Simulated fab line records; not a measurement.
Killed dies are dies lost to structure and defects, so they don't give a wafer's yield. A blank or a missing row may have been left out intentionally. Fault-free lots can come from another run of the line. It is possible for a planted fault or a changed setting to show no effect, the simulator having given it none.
One fault seen from 2 desks || flow sky130 || numbers are kept per desk, each desk with only its own; the story behind them comes last

DESK OF THE TOOL OWNER: pvdSputter-04
At SKY_METAL5_SPUTTER_04 (material TiN, target thk 70 nm, time 58.3 s) the tool's own readings: per lot run on this tool, the mean of the sampled wafers that have a number. The brackets show how far a lot's mean lies from the usual mean; more than 4 standard deviations puts the lot out of limits, marked OUT.
Columns: A = cathodeDcPowerW at SKY_METAL5_SPUTTER_04, usual 6500.1 W; B = throttleValvePct at SKY_METAL5_SPUTTER_04, usual 30.2 %
{"lot": "L199", "first seen here": "day 42 17:39", "A": 6500.1, "B": 30.6}
{"lot": "L201", "first seen here": "day 42 22:53", "A": 6499.9, "B": 30.7}
{"lot": "L203", "first seen here": "day 44 09:31", "A": 6499.7, "B": 30.2}
{"lot": "L205", "first seen here": "day 46 09:49", "A": 6499.5, "B": 30.3}
{"lot": "L210", "first seen here": "day 46 14:49", "A": 6500.4, "B": 30.2}
{"lot": "L212", "first seen here": "day 46 16:08", "A": 6499.1, "B": 30.5}
{"lot": "L214", "first seen here": "day 46 17:20", "A": 6500.5, "B": 30.6}
{"lot": "L215", "first seen here": "day 47 02:46", "A": "6172.5 (-99 or more) OUT", "B": 31.2}
{"lot": "L218", "first seen here": "day 47 15:57", "A": "6171.6 (-99 or more) OUT", "B": 30.5}
This desk's finding: out of limits on L215, L218; first on L215, day 47 02:46 (cathodeDcPowerW at SKY_METAL5_SPUTTER_04). Within limits: L199, L201, L203, L205, L210, L212, L214.

THE METROLOGY DESK
Lot by lot, what the gauges showed, no matter which tool ran the lot: averages of those sampled wafers that carry a number. The brackets show how far a lot's mean lies from the usual mean; more than 4 standard deviations puts the lot out of limits, marked OUT.
Columns: A = VIA3_OVL at SKY_VIA3_OVL_MEAS_13, usual -4 nm
{"lot": "L199", "first seen here": "day 39 13:40", "A": -11}
{"lot": "L200", "first seen here": "day 39 16:37", "A": -0}
{"lot": "L201", "first seen here": "day 39 17:32", "A": -12}
{"lot": "L203", "first seen here": "day 41 07:05", "A": 7}
{"lot": "L205", "first seen here": "day 43 11:52", "A": -3}
{"lot": "L206", "first seen here": "day 43 15:32", "A": -0}
{"lot": "L210", "first seen here": "day 43 16:28", "A": -3}
{"lot": "L212", "first seen here": "day 43 18:26", "A": -3}
{"lot": "L214", "first seen here": "day 43 19:26", "A": -0}
{"lot": "L215", "first seen here": "day 44 06:23", "A": -11}
{"lot": "L218", "first seen here": "day 44 20:41", "A": -2}
{"lot": "L222", "first seen here": "day 46 11:59", "A": -2}
Finding of this desk: none of the 12 lots has anything out of limits.

BROUGHT TOGETHER
On L215, L218, at day 47 02:46, an alarm was possible from the tool owner's desk.
Nothing out of limits was seen by the metrology desk.
The metrology desk holds a record of L215, L218, inside its limits.
SKY_METAL5_SPUTTER_04 was run on pvdSputter-04 by each of the lots named.

WHAT THE SIMULATOR HAD PUT IN
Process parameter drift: pvdSputter-04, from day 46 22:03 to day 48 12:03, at SKY_METAL5_SPUTTER_04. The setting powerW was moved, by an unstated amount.
Shown lots that were struck: L215, L218.
Delay in hours, fault start to first out-of-limits reading, by desk: the tool owner's desk at 5.
